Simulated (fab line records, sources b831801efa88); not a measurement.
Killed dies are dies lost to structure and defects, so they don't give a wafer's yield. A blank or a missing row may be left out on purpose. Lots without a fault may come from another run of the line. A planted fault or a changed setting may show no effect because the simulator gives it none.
One fault seen from 2 desks | flow gf180mcu | each desk has only its own numbers; what lay behind them comes last

THE METROLOGY DESK
What the gauges read, lot by lot, whatever tool the lot ran on: means of the sampled wafers that have a number. A lot is out of limits, marked OUT, if its mean lies more than 4 standard deviations from the usual mean; the brackets give that distance.
Columns: A = cd_nm at GF_V1_CD_MEAS_14, usual 260.1 nm; B = V1_OVL at GF_V1_OVL_MEAS_15, usual 0 nm
lot  | first seen here | A     | B
L709 | day 20 09:43    | 259.0 | 5
L711 | day 21 06:08    | 259.9 | 0
L719 | day 23 16:29    | 260.8 | 4
L721 | day 24 10:33    | 260.4 | 3
L723 | day 24 22:56    | 260.8 | -8
L727 | day 25 23:14    | 257.1 | 1
This desk's finding: nothing out of limits on any of the 6 lots.

THE TOOL OWNER'S DESK: pvd_sputter-02
The tool's own readings at GF_V1_SPUTTER_22 (material TiN, target thk 10 nm, time 40 s): means of the sampled wafers that have a number, for each lot that ran on this tool. A lot is out of limits, marked OUT, if its mean lies more than 4 standard deviations from the usual mean; the brackets give that distance.
Columns: A = cathode_dc_power_W at GF_V1_SPUTTER_22, usual 4000.0 W; B = throttle_valve_pct at GF_V1_SPUTTER_22, usual 29.7 %
lot  | first seen here | A      | B
L711 | day 21 07:00    | 4000.1 | 29.7
L719 | day 23 17:21    | 3999.9 | 29.9
L721 | day 24 11:25    | 4000.5 | 30.0
This desk's finding: nothing out of limits on any of the 3 lots.

PUT TOGETHER
The metrology desk saw nothing out of limits.
The tool owner's desk saw nothing out of limits.

WHAT THE SIMULATOR HAD PUT IN
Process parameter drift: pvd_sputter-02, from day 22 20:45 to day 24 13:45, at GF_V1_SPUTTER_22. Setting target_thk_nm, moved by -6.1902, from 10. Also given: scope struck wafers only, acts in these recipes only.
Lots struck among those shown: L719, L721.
